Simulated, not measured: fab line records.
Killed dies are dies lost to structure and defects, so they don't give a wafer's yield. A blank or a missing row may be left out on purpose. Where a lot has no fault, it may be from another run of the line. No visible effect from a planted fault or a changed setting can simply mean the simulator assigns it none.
Which tool was responsible? || flow gf180mcu || 12 lots, 36 wafers sampled, at 4 steps of a route of 602

WHAT THE GAUGES READ, wafer by wafer
GF_VT_IMPLANT_TW_MEAS_32. Usual: VT_IMPLANT_3_TW typically reads 267.7, with standard deviation 1.3.
{"lot": "L474", "measured": "day 6 20:52", "on": "film metro-02", "VT_IMPLANT_3_TW": "268.2 267.5 268.0", "flag": ""}
{"lot": "L477", "measured": "day 7 16:18", "on": "film metro-01", "VT_IMPLANT_3_TW": "269.0 268.8 268.3", "flag": ""}
{"lot": "L479", "measured": "day 8 05:45", "on": "film metro-01", "VT_IMPLANT_3_TW": "267.7 267.3 269.9", "flag": ""}
{"lot": "L481", "measured": "day 8 17:05", "on": "film metro-01", "VT_IMPLANT_3_TW": "267.5 268.6 267.8", "flag": ""}
{"lot": "L483", "measured": "day 9 08:10", "on": "film metro-04", "VT_IMPLANT_3_TW": "268.6 266.9 268.2", "flag": ""}
{"lot": "L484", "measured": "day 9 13:26", "on": "film metro-04", "VT_IMPLANT_3_TW": "269.0 268.8 268.0", "flag": ""}
{"lot": "L485", "measured": "day 9 20:05", "on": "film metro-04", "VT_IMPLANT_3_TW": "267.9 267.7 268.0", "flag": ""}
{"lot": "L487", "measured": "day 10 09:56", "on": "film metro-04", "VT_IMPLANT_3_TW": "267.2 266.5 268.0", "flag": ""}
{"lot": "L493", "measured": "day 12 00:03", "on": "film metro-02", "VT_IMPLANT_3_TW": "268.4 267.1 268.1", "flag": ""}
{"lot": "L495", "measured": "day 12 12:52", "on": "film metro-01", "VT_IMPLANT_3_TW": "263.9 266.1 267.8", "flag": ""}
{"lot": "L496", "measured": "day 12 21:03", "on": "film metro-04", "VT_IMPLANT_3_TW": "268.3 269.9 267.4", "flag": ""}
{"lot": "L497", "measured": "day 13 03:33", "on": "film metro-01", "VT_IMPLANT_3_TW": "265.7 264.8 265.4", "flag": ""}

GF_VT_IMPLANT_RS_MEAS_47: measurement is done with a four-point probe. Usual: NWELL_RS typically reads 487.2 ohm/sq, with standard deviation 1.3.
{"lot": "L474", "measured": "day 7 12:37", "on": "film metro-01", "NWELL_RS (ohm/sq)": "486.6 486.8 487.9", "flag": ""}
{"lot": "L477", "measured": "day 8 08:34", "on": "film metro-01", "NWELL_RS (ohm/sq)": "487.1 487.5 486.0", "flag": ""}
{"lot": "L479", "measured": "day 8 22:32", "on": "film metro-01", "NWELL_RS (ohm/sq)": "489.1 487.7 488.8", "flag": ""}
{"lot": "L481", "measured": "day 9 10:19", "on": "film metro-01", "NWELL_RS (ohm/sq)": "485.5 484.4 487.3", "flag": ""}
{"lot": "L483", "measured": "day 10 01:50", "on": "film metro-01", "NWELL_RS (ohm/sq)": "488.7 489.0 488.5", "flag": ""}
{"lot": "L484", "measured": "day 10 07:22", "on": "film metro-02", "NWELL_RS (ohm/sq)": "486.9 487.6 487.3", "flag": ""}
{"lot": "L485", "measured": "day 10 13:52", "on": "film metro-01", "NWELL_RS (ohm/sq)": "487.9 488.2 487.3", "flag": ""}
{"lot": "L487", "measured": "day 11 04:50", "on": "film metro-02", "NWELL_RS (ohm/sq)": "486.8 487.1 488.3", "flag": ""}
{"lot": "L493", "measured": "day 12 20:12", "on": "film metro-03", "NWELL_RS (ohm/sq)": "487.1 486.5 486.8", "flag": ""}
{"lot": "L495", "measured": "day 13 09:47", "on": "film metro-03", "NWELL_RS (ohm/sq)": "486.5 486.6 486.0", "flag": ""}
{"lot": "L496", "measured": "day 13 17:24", "on": "film metro-01", "NWELL_RS (ohm/sq)": "507.2 506.4 507.3", "flag": "OFF"}
{"lot": "L497", "measured": "day 14 00:40", "on": "film metro-01", "NWELL_RS (ohm/sq)": "507.8 505.5 506.7", "flag": "OFF"}

WHAT TOOL EACH LOT RAN ON (gives the tool, then ch and the chambers of the sampled wafers, and finally the start)
{"lot": "L474", "GF_STI_STRIP_15": "plasma asher-04 ch 0,1, day 2 02:09", "GF_NWELL_IMPLANT_09": "implanter-01 ch 0, day 3 07:23"}
{"lot": "L477", "GF_STI_STRIP_15": "plasma asher-01 ch 0,1, day 2 17:09", "GF_NWELL_IMPLANT_09": "implanter-01 ch 0, day 4 00:15"}
{"lot": "L479", "GF_STI_STRIP_15": "plasma asher-04 ch 0,1, day 3 04:07", "GF_NWELL_IMPLANT_09": "implanter-01 ch 0, day 4 12:08"}
{"lot": "L481", "GF_STI_STRIP_15": "plasma asher-04 ch 0,1, day 3 12:58", "GF_NWELL_IMPLANT_09": "implanter-03 ch 0, day 4 20:32"}
{"lot": "L483", "GF_STI_STRIP_15": "plasma asher-01 ch 0,1, day 4 00:07", "GF_NWELL_IMPLANT_09": "implanter-01 ch 0, day 5 08:37"}
{"lot": "L484", "GF_STI_STRIP_15": "plasma asher-01 ch 1, day 4 05:20", "GF_NWELL_IMPLANT_09": "implanter-03 ch 0, day 5 14:42"}
{"lot": "L485", "GF_STI_STRIP_15": "plasma asher-04 ch 0,1, day 4 10:10", "GF_NWELL_IMPLANT_09": "implanter-01 ch 0, day 5 19:38"}
{"lot": "L487", "GF_STI_STRIP_15": "plasma asher-01 ch 0,1, day 4 21:34", "GF_NWELL_IMPLANT_09": "implanter-03 ch 0, day 6 07:52"}
{"lot": "L493", "GF_STI_STRIP_15": "plasma asher-04 ch 0,1, day 6 03:04", "GF_NWELL_IMPLANT_09": "implanter-03 ch 0, day 7 14:34"}
{"lot": "L495", "GF_STI_STRIP_15": "plasma asher-01 ch 0, day 6 14:50", "GF_NWELL_IMPLANT_09": "implanter-02 ch 0, day 8 02:28"}
{"lot": "L496", "GF_STI_STRIP_15": "plasma asher-01 ch 0,1, day 6 18:34", "GF_NWELL_IMPLANT_09": "implanter-03 ch 0, day 8 07:52"}
{"lot": "L497", "GF_STI_STRIP_15": "plasma asher-02 ch 0,1, day 7 00:04", "GF_NWELL_IMPLANT_09": "implanter-03 ch 0, day 8 13:08"}
- GF_STI_STRIP_15: strips in O2/N2.
- GF_NWELL_IMPLANT_09

AS READ BY THE TOOLS THEMSELVES (means over the sampled wafers that have a number; for cases with no such wafer, the mark the record gives instead)
GF_STI_STRIP_15. Usual: drypump motor current A 5.9 A, standard deviation 0.37; heater power w 354 W, standard deviation 28; o2 flow sccm 3000 sccm, standard deviation 9.4; oes product au 0.385 a.u., standard deviation 0.0054; strip time to endpoint s 3.74 s, standard deviation 0.061.
{"lot": "L474", "tool": "plasma asher-04", "drypump motor current A (A)": 5.9, "heater power w (W)": 379, "o2 flow sccm (sccm)": 2997, "oes product au (a.u.)": 0.390, "strip time to endpoint s (s)": 3.74, "flag": ""}
{"lot": "L477", "tool": "plasma asher-01", "drypump motor current A (A)": 6.2, "heater power w (W)": 332, "o2 flow sccm (sccm)": 3015, "oes product au (a.u.)": 0.385, "strip time to endpoint s (s)": 3.73, "flag": ""}
{"lot": "L479", "tool": "plasma asher-04", "drypump motor current A (A)": 5.8, "heater power w (W)": 365, "o2 flow sccm (sccm)": 2996, "oes product au (a.u.)": 0.387, "strip time to endpoint s (s)": 3.77, "flag": ""}
{"lot": "L481", "tool": "plasma asher-04", "drypump motor current A (A)": 5.8, "heater power w (W)": 370, "o2 flow sccm (sccm)": 3010, "oes product au (a.u.)": 0.391, "strip time to endpoint s (s)": 3.75, "flag": ""}
{"lot": "L483", "tool": "plasma asher-01", "drypump motor current A (A)": 5.8, "heater power w (W)": 348, "o2 flow sccm (sccm)": 2995, "oes product au (a.u.)": 0.385, "strip time to endpoint s (s)": 3.74, "flag": ""}
{"lot": "L484", "tool": "plasma asher-01", "drypump motor current A (A)": 6.6, "heater power w (W)": 305, "o2 flow sccm (sccm)": 2989, "oes product au (a.u.)": 0.386, "strip time to endpoint s (s)": 3.82, "flag": ""}
{"lot": "L485", "tool": "plasma asher-04", "drypump motor current A (A)": 5.8, "heater power w (W)": 372, "o2 flow sccm (sccm)": 3003, "oes product au (a.u.)": 0.388, "strip time to endpoint s (s)": 3.71, "flag": ""}
{"lot": "L487", "tool": "plasma asher-01", "drypump motor current A (A)": 5.9, "heater power w (W)": 346, "o2 flow sccm (sccm)": 3000, "oes product au (a.u.)": 0.384, "strip time to endpoint s (s)": 3.72, "flag": ""}
{"lot": "L493", "tool": "plasma asher-04", "drypump motor current A (A)": 5.8, "heater power w (W)": 336, "o2 flow sccm (sccm)": 2993, "oes product au (a.u.)": 0.384, "strip time to endpoint s (s)": 3.71, "flag": ""}
{"lot": "L495", "tool": "plasma asher-01", "drypump motor current A (A)": 5.5, "heater power w (W)": 361, "o2 flow sccm (sccm)": 2992, "oes product au (a.u.)": 0.385, "strip time to endpoint s (s)": 3.67, "flag": ""}
{"lot": "L496", "tool": "plasma asher-01", "drypump motor current A (A)": 5.8, "heater power w (W)": 348, "o2 flow sccm (sccm)": 2992, "oes product au (a.u.)": 0.385, "strip time to endpoint s (s)": 3.73, "flag": ""}
{"lot": "L497", "tool": "plasma asher-02", "drypump motor current A (A)": 5.8, "heater power w (W)": 352, "o2 flow sccm (sccm)": 3006, "oes product au (a.u.)": 0.380, "strip time to endpoint s (s)": 3.70, "flag": ""}

GF_NWELL_IMPLANT_09. Usual: beam on s 9.99 s, standard deviation 0.2; dose ions cm2 4e+12, standard deviation 4.8e+09; end station pressure torr 5.04e-06 Torr, standard deviation 2.8e-07; faraday current uA 22.6, standard deviation 0.45.
{"lot": "L474", "tool": "implanter-01", "beam on s (s)": 10.06, "dose ions cm2": 4e+12, "end station pressure torr (Torr)": 5.41e-06, "faraday current uA": 22.5, "flag": ""}
{"lot": "L477", "tool": "implanter-01", "beam on s (s)": 10.01, "dose ions cm2": 4e+12, "end station pressure torr (Torr)": 5.07e-06, "faraday current uA": 22.6, "flag": ""}
{"lot": "L479", "tool": "implanter-01", "beam on s (s)": 9.93, "dose ions cm2": 4e+12, "end station pressure torr (Torr)": 5.04e-06, "faraday current uA": 22.7, "flag": ""}
{"lot": "L481", "tool": "implanter-03", "beam on s (s)": 9.91, "dose ions cm2": 4e+12, "end station pressure torr (Torr)": 4.79e-06, "faraday current uA": 22.8, "flag": ""}
{"lot": "L483", "tool": "implanter-01", "beam on s (s)": 10.03, "dose ions cm2": 4e+12, "end station pressure torr (Torr)": 5.02e-06, "faraday current uA": 22.5, "flag": ""}
{"lot": "L484", "tool": "implanter-03", "beam on s (s)": 10.07, "dose ions cm2": 4e+12, "end station pressure torr (Torr)": 4.60e-06, "faraday current uA": 22.5, "flag": ""}
{"lot": "L485", "tool": "implanter-01", "beam on s (s)": 9.94, "dose ions cm2": 4e+12, "end station pressure torr (Torr)": 5.34e-06, "faraday current uA": 22.6, "flag": ""}
{"lot": "L487", "tool": "implanter-03", "beam on s (s)": 9.82, "dose ions cm2": 4e+12, "end station pressure torr (Torr)": 5.04e-06, "faraday current uA": 23.0, "flag": ""}
{"lot": "L493", "tool": "implanter-03", "beam on s (s)": 9.96, "dose ions cm2": 4e+12, "end station pressure torr (Torr)": 5.10e-06, "faraday current uA": 22.6, "flag": ""}
{"lot": "L495", "tool": "implanter-02", "beam on s (s)": 9.92, "dose ions cm2": 4e+12, "end station pressure torr (Torr)": 5.14e-06, "faraday current uA": 22.9, "flag": ""}
{"lot": "L496", "tool": "implanter-03", "beam on s (s)": 9.96, "dose ions cm2": 3e+12, "end station pressure torr (Torr)": 4.96e-06, "faraday current uA": 16.9, "flag": "OFF"}
{"lot": "L497", "tool": "implanter-03", "beam on s (s)": 9.96, "dose ions cm2": 3e+12, "end station pressure torr (Torr)": 5.12e-06, "faraday current uA": 17.0, "flag": "OFF"}

THE ANSWER, worked out from the rows above alone
Rule: a lot is off if the mean of its wafers that have a number lies more than 3 standard deviations from the usual mean. A lot without any number at a reading at which 4 lots or more have one is off too. The other lots that the step has rows for count as sound. The gauges are gone through in route order, then the tools' own readings, and for those a lot's mean is taken as printed above. The first step at which some lot is off is used, and at that step the reading that is off furthest; a lot without a number counts as furthest.
Off: at GF_VT_IMPLANT_RS_MEAS_47 (NWELL_RS), L496, L497.
A tool fits if, at a process step before that reading, it ran every lot that is off, and no sound lot after the first of them. Not tried: the gauges at GF_VT_IMPLANT_RS_MEAS_47; whatever is off there is also off at GF_NWELL_IMPLANT_09, on other tools, and gauge error can't account for it. One fits: implanter-03 at GF_NWELL_IMPLANT_09. Its last sound lot is L493 (day 7 14:34), its first lot that is off L496 (day 8 07:52): a fault that began between those two fits.
The tool's own readings at GF_NWELL_IMPLANT_09 bear it out: on the lots that are off they differ by more than 5 times the standard deviation of the sound lots' means. dose ions cm2 reads 3e+12 there against 4e+12 on the sound lots; faraday current uA reads 16.9 there against 22.7 on the sound lots.

WHAT WAS PUT IN BY THE SIMULATOR
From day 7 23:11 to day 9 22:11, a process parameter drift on implanter-03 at GF_NWELL_IMPLANT_09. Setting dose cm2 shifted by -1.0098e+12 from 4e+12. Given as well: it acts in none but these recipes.
Lots struck among those shown: L496, L497. The rule given above showed the same thing.
